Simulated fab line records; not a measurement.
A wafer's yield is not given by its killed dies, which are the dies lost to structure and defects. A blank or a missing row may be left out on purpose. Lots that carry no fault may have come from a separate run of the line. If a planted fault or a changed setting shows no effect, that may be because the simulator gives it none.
Which tool did it? || flow sky130 || 12 lots with 36 wafers sampled at 5 steps, on a route of 708 steps

## WHAT THE GAUGES SHOWED, per wafer
SKY_VT_ADJUST_LVTN_OVL_MEAS_07. Usual: VT_ADJUST_LVTN_OVL 0.2 nm, standard deviation 1.4.
{"lot": "L493", "measured": "day 7 00:43", "on": "overlay-01", "VT_ADJUST_LVTN_OVL (nm)": "0.3 0.2 0.3", "flag": ""}
{"lot": "L495", "measured": "day 7 09:27", "on": "overlay-02", "VT_ADJUST_LVTN_OVL (nm)": "-0.9 0.3 -0.5", "flag": ""}
{"lot": "L496", "measured": "day 7 12:28", "on": "overlay-02", "VT_ADJUST_LVTN_OVL (nm)": "-1.6 -0.3 0.1", "flag": ""}
{"lot": "L497", "measured": "day 7 20:57", "on": "overlay-01", "VT_ADJUST_LVTN_OVL (nm)": "-1.4 -1.4 -2.5", "flag": ""}
{"lot": "L498", "measured": "day 8 04:20", "on": "overlay-01", "VT_ADJUST_LVTN_OVL (nm)": "1.3 1.6 1.4", "flag": ""}
{"lot": "L499", "measured": "day 8 14:20", "on": "overlay-02", "VT_ADJUST_LVTN_OVL (nm)": "-0.1 2.3 2.2", "flag": ""}
{"lot": "L501", "measured": "day 8 22:19", "on": "overlay-01", "VT_ADJUST_LVTN_OVL (nm)": "1.4 0.0 2.8", "flag": ""}
{"lot": "L503", "measured": "day 9 18:05", "on": "overlay-02", "VT_ADJUST_LVTN_OVL (nm)": "1.8 -0.4 1.5", "flag": ""}
{"lot": "L504", "measured": "day 9 18:52", "on": "overlay-02", "VT_ADJUST_LVTN_OVL (nm)": "-0.2 1.7 0.0", "flag": ""}
{"lot": "L505", "measured": "day 10 01:42", "on": "overlay-02", "VT_ADJUST_LVTN_OVL (nm)": "-1.4 -2.5 -0.5", "flag": ""}
{"lot": "L512", "measured": "day 12 06:34", "on": "overlay-01", "VT_ADJUST_LVTN_OVL (nm)": "0.0 -0.2 -1.9", "flag": ""}
{"lot": "L516", "measured": "day 13 03:43", "on": "overlay-01", "VT_ADJUST_LVTN_OVL (nm)": "1.2 -0.9 0.1", "flag": ""}

SKY_VT_ADJUST_LVTN_TW_MEAS_10. Usual: VT_ADJUST_LVTN_TW 241.3, standard deviation 1.7.
{"lot": "L493", "measured": "day 7 00:59", "on": "film-metro-02", "VT_ADJUST_LVTN_TW": "244.0 244.5 244.9", "flag": ""}
{"lot": "L495", "measured": "day 7 09:44", "on": "film-metro-01", "VT_ADJUST_LVTN_TW": "240.0 239.5 239.3", "flag": ""}
{"lot": "L496", "measured": "day 7 12:50", "on": "film-metro-02", "VT_ADJUST_LVTN_TW": "242.4 244.1 243.7", "flag": ""}
{"lot": "L497", "measured": "day 7 21:14", "on": "film-metro-01", "VT_ADJUST_LVTN_TW": "238.5 239.7 239.1", "flag": ""}
{"lot": "L498", "measured": "day 8 04:37", "on": "film-metro-03", "VT_ADJUST_LVTN_TW": "238.8 240.2 238.4", "flag": ""}
{"lot": "L499", "measured": "day 8 14:37", "on": "film-metro-03", "VT_ADJUST_LVTN_TW": "239.8 239.8 239.7", "flag": ""}
{"lot": "L501", "measured": "day 8 22:37", "on": "film-metro-01", "VT_ADJUST_LVTN_TW": "239.6 239.5 239.7", "flag": ""}
{"lot": "L503", "measured": "day 9 18:22", "on": "film-metro-01", "VT_ADJUST_LVTN_TW": "241.0 240.7 241.5", "flag": ""}
{"lot": "L504", "measured": "day 9 19:09", "on": "film-metro-01", "VT_ADJUST_LVTN_TW": "241.0 241.6 241.1", "flag": ""}
{"lot": "L505", "measured": "day 10 01:59", "on": "film-metro-01", "VT_ADJUST_LVTN_TW": "240.7 240.6 241.5", "flag": ""}
{"lot": "L512", "measured": "day 12 06:51", "on": "film-metro-02", "VT_ADJUST_LVTN_TW": "244.3 243.3 243.9", "flag": ""}
{"lot": "L516", "measured": "day 13 03:59", "on": "film-metro-02", "VT_ADJUST_LVTN_TW": "243.2 242.3 243.5", "flag": ""}

SKY_VT_ADJUST_HVTR_TW_MEAS_11. Usual: VT_ADJUST_HVTR_TW 209.6, standard deviation 1.5.
{"lot": "L493", "measured": "day 9 16:10", "on": "film-metro-04", "VT_ADJUST_HVTR_TW": "209.0 209.0 209.9", "flag": ""}
{"lot": "L495", "measured": "day 10 02:17", "on": "film-metro-04", "VT_ADJUST_HVTR_TW": "207.3 207.6 208.0", "flag": ""}
{"lot": "L496", "measured": "day 10 06:23", "on": "film-metro-03", "VT_ADJUST_HVTR_TW": "210.2 209.6 209.9", "flag": ""}
{"lot": "L497", "measured": "day 10 14:43", "on": "film-metro-03", "VT_ADJUST_HVTR_TW": "209.6 210.6 209.9", "flag": ""}
{"lot": "L498", "measured": "day 10 23:14", "on": "film-metro-01", "VT_ADJUST_HVTR_TW": "210.9 212.1 210.1", "flag": ""}
{"lot": "L499", "measured": "day 11 08:50", "on": "film-metro-03", "VT_ADJUST_HVTR_TW": "209.9 210.2 211.8", "flag": ""}
{"lot": "L501", "measured": "day 11 19:17", "on": "film-metro-04", "VT_ADJUST_HVTR_TW": "208.4 206.3 207.7", "flag": ""}
{"lot": "L503", "measured": "day 12 16:49", "on": "film-metro-01", "VT_ADJUST_HVTR_TW": "235.3 235.7 236.1", "flag": "OFF"}
{"lot": "L504", "measured": "day 12 18:40", "on": "film-metro-03", "VT_ADJUST_HVTR_TW": "209.1 209.4 210.8", "flag": ""}
{"lot": "L505", "measured": "day 13 01:56", "on": "film-metro-04", "VT_ADJUST_HVTR_TW": "234.4 234.0 234.0", "flag": "OFF"}
{"lot": "L512", "measured": "day 15 13:58", "on": "film-metro-04", "VT_ADJUST_HVTR_TW": "208.4 209.0 209.0", "flag": ""}
{"lot": "L516", "measured": "day 16 14:13", "on": "film-metro-03", "VT_ADJUST_HVTR_TW": "212.7 212.4 213.1", "flag": ""}

## EACH LOT AND THE TOOL THAT RAN IT (in order: tool; ch and the chambers of the sampled wafers; start)
{"lot": "L493", "SKY_VT_ADJUST_LVTN_STRIP_20": "plasma-asher-01 ch 0,1, day 7 20:58", "SKY_VT_ADJUST_HVTR_IMPLANT_09": "implanter-02 ch 0, day 9 15:55"}
{"lot": "L495", "SKY_VT_ADJUST_LVTN_STRIP_20": "plasma-asher-04 ch 0,1, day 8 06:01", "SKY_VT_ADJUST_HVTR_IMPLANT_09": "implanter-02 ch 0, day 10 02:02"}
{"lot": "L496", "SKY_VT_ADJUST_LVTN_STRIP_20": "plasma-asher-01 ch 0,1, day 8 09:08", "SKY_VT_ADJUST_HVTR_IMPLANT_09": "implanter-02 ch 0, day 10 06:08"}
{"lot": "L497", "SKY_VT_ADJUST_LVTN_STRIP_20": "plasma-asher-02 ch 0,1, day 8 18:22", "SKY_VT_ADJUST_HVTR_IMPLANT_09": "implanter-04 ch 0, day 10 14:28"}
{"lot": "L498", "SKY_VT_ADJUST_LVTN_STRIP_20": "plasma-asher-01 ch 0,1, day 9 01:47", "SKY_VT_ADJUST_HVTR_IMPLANT_09": "implanter-01 ch 0, day 10 22:59"}
{"lot": "L499", "SKY_VT_ADJUST_LVTN_STRIP_20": "plasma-asher-01 ch 0,1, day 9 12:22", "SKY_VT_ADJUST_HVTR_IMPLANT_09": "implanter-02 ch 0, day 11 08:35"}
{"lot": "L501", "SKY_VT_ADJUST_LVTN_STRIP_20": "plasma-asher-01 ch 0,1, day 9 20:42", "SKY_VT_ADJUST_HVTR_IMPLANT_09": "implanter-01 ch 0, day 11 19:04"}
{"lot": "L503", "SKY_VT_ADJUST_LVTN_STRIP_20": "plasma-asher-01 ch 0,1, day 10 16:56", "SKY_VT_ADJUST_HVTR_IMPLANT_09": "implanter-01 ch 0, day 12 16:35"}
{"lot": "L504", "SKY_VT_ADJUST_LVTN_STRIP_20": "plasma-asher-04 ch 0,1, day 10 18:02", "SKY_VT_ADJUST_HVTR_IMPLANT_09": "implanter-04 ch 0, day 12 18:26"}
{"lot": "L505", "SKY_VT_ADJUST_LVTN_STRIP_20": "plasma-asher-02 ch 0,1, day 11 00:26", "SKY_VT_ADJUST_HVTR_IMPLANT_09": "implanter-01 ch 0, day 13 01:41"}
{"lot": "L512", "SKY_VT_ADJUST_LVTN_STRIP_20": "plasma-asher-02 ch 0,1, day 13 08:17", "SKY_VT_ADJUST_HVTR_IMPLANT_09": "implanter-02 ch 0, day 15 13:44"}
{"lot": "L516", "SKY_VT_ADJUST_LVTN_STRIP_20": "plasma-asher-02 ch 0,1, day 14 06:16", "SKY_VT_ADJUST_HVTR_IMPLANT_09": "implanter-01 ch 0, day 16 13:58"}
- SKY_VT_ADJUST_LVTN_STRIP_20: strips in O2/N2.
- SKY_VT_ADJUST_HVTR_IMPLANT_09

## AS READ BY THE TOOLS THEMSELVES (means over the sampled wafers that have a number; for cases with no such wafer, the mark the record gives instead)
SKY_VT_ADJUST_LVTN_STRIP_20. Usual: drypump-motor-current-A 5.9 A, standard deviation 0.51; oes-product-au 0.716 a.u., standard deviation 0.004; strip-time-to-endpoint-s 14.18 s, standard deviation 0.045.
{"lot": "L493", "tool": "plasma-asher-01", "drypump-motor-current-A (A)": 5.8, "oes-product-au (a.u.)": 0.715, "strip-time-to-endpoint-s (s)": 14.13, "flag": ""}
{"lot": "L495", "tool": "plasma-asher-04", "drypump-motor-current-A (A)": 5.8, "oes-product-au (a.u.)": 0.717, "strip-time-to-endpoint-s (s)": 14.15, "flag": ""}
{"lot": "L496", "tool": "plasma-asher-01", "drypump-motor-current-A (A)": 5.8, "oes-product-au (a.u.)": 0.716, "strip-time-to-endpoint-s (s)": 14.16, "flag": ""}
{"lot": "L497", "tool": "plasma-asher-02", "drypump-motor-current-A (A)": 5.3, "oes-product-au (a.u.)": 0.717, "strip-time-to-endpoint-s (s)": 14.19, "flag": ""}
{"lot": "L498", "tool": "plasma-asher-01", "drypump-motor-current-A (A)": 6.0, "oes-product-au (a.u.)": 0.718, "strip-time-to-endpoint-s (s)": 14.22, "flag": ""}
{"lot": "L499", "tool": "plasma-asher-01", "drypump-motor-current-A (A)": 6.0, "oes-product-au (a.u.)": 0.713, "strip-time-to-endpoint-s (s)": 14.17, "flag": ""}
{"lot": "L501", "tool": "plasma-asher-01", "drypump-motor-current-A (A)": 6.0, "oes-product-au (a.u.)": 0.719, "strip-time-to-endpoint-s (s)": 14.14, "flag": ""}
{"lot": "L503", "tool": "plasma-asher-01", "drypump-motor-current-A (A)": 6.0, "oes-product-au (a.u.)": 0.719, "strip-time-to-endpoint-s (s)": 14.20, "flag": ""}
{"lot": "L504", "tool": "plasma-asher-04", "drypump-motor-current-A (A)": 5.9, "oes-product-au (a.u.)": 0.718, "strip-time-to-endpoint-s (s)": 14.25, "flag": ""}
{"lot": "L505", "tool": "plasma-asher-02", "drypump-motor-current-A (A)": 5.3, "oes-product-au (a.u.)": 0.717, "strip-time-to-endpoint-s (s)": 14.24, "flag": ""}
{"lot": "L512", "tool": "plasma-asher-02", "drypump-motor-current-A (A)": 5.7, "oes-product-au (a.u.)": 0.713, "strip-time-to-endpoint-s (s)": 14.17, "flag": ""}
{"lot": "L516", "tool": "plasma-asher-02", "drypump-motor-current-A (A)": 5.4, "oes-product-au (a.u.)": 0.716, "strip-time-to-endpoint-s (s)": 14.24, "flag": ""}

SKY_VT_ADJUST_HVTR_IMPLANT_09. Usual: dose-ions-cm2 2.0997e+12, standard deviation 2.1e+09; faraday-current-uA 11.84, standard deviation 0.26.
{"lot": "L493", "tool": "implanter-02", "dose-ions-cm2": 2.1004e+12, "faraday-current-uA": 11.83, "flag": ""}
{"lot": "L495", "tool": "implanter-02", "dose-ions-cm2": 2.1004e+12, "faraday-current-uA": 11.54, "flag": ""}
{"lot": "L496", "tool": "implanter-02", "dose-ions-cm2": 2.1012e+12, "faraday-current-uA": 11.98, "flag": ""}
{"lot": "L497", "tool": "implanter-04", "dose-ions-cm2": 2.1005e+12, "faraday-current-uA": 11.72, "flag": ""}
{"lot": "L498", "tool": "implanter-01", "dose-ions-cm2": 2.0991e+12, "faraday-current-uA": 11.96, "flag": ""}
{"lot": "L499", "tool": "implanter-02", "dose-ions-cm2": 2.1007e+12, "faraday-current-uA": 11.72, "flag": ""}
{"lot": "L501", "tool": "implanter-01", "dose-ions-cm2": 2.0999e+12, "faraday-current-uA": 11.73, "flag": ""}
{"lot": "L503", "tool": "implanter-01", "dose-ions-cm2": 3.1327e+12, "faraday-current-uA": 17.86, "flag": "OFF"}
{"lot": "L504", "tool": "implanter-04", "dose-ions-cm2": 2.1031e+12, "faraday-current-uA": 11.95, "flag": ""}
{"lot": "L505", "tool": "implanter-01", "dose-ions-cm2": 3.1303e+12, "faraday-current-uA": 17.50, "flag": "OFF"}
{"lot": "L512", "tool": "implanter-02", "dose-ions-cm2": 2.0998e+12, "faraday-current-uA": 11.66, "flag": ""}
{"lot": "L516", "tool": "implanter-01", "dose-ions-cm2": 2.1013e+12, "faraday-current-uA": 11.84, "flag": ""}

## THE ANSWER, worked out from the rows above alone
Rule: a lot counts as off when the mean over its wafers that have a number is more than 3 standard deviations away from the usual mean. Also off: a lot with no number at a reading for which 4 or more lots have one. Where the step has rows for the other lots, those lots are counted as sound. First the gauges in route order, then the tools' own readings, where a lot's mean is used as printed above. At the first step where some lot is off, the reading lying furthest off is the one used; lots without a number count as furthest.
Off: L503, L505, seen at SKY_VT_ADJUST_HVTR_TW_MEAS_11 (VT_ADJUST_HVTR_TW).
If a tool, at a process step before that reading, ran all the lots that are off and no sound lot after the first of them, it fits. Not tried: the gauges at SKY_VT_ADJUST_HVTR_TW_MEAS_11; whatever is off there is also off at SKY_VT_ADJUST_HVTR_IMPLANT_09, on other tools, and gauge error can't account for it. Not one of the candidates tried fits.

## WHAT THE SIMULATOR HAD PUT IN
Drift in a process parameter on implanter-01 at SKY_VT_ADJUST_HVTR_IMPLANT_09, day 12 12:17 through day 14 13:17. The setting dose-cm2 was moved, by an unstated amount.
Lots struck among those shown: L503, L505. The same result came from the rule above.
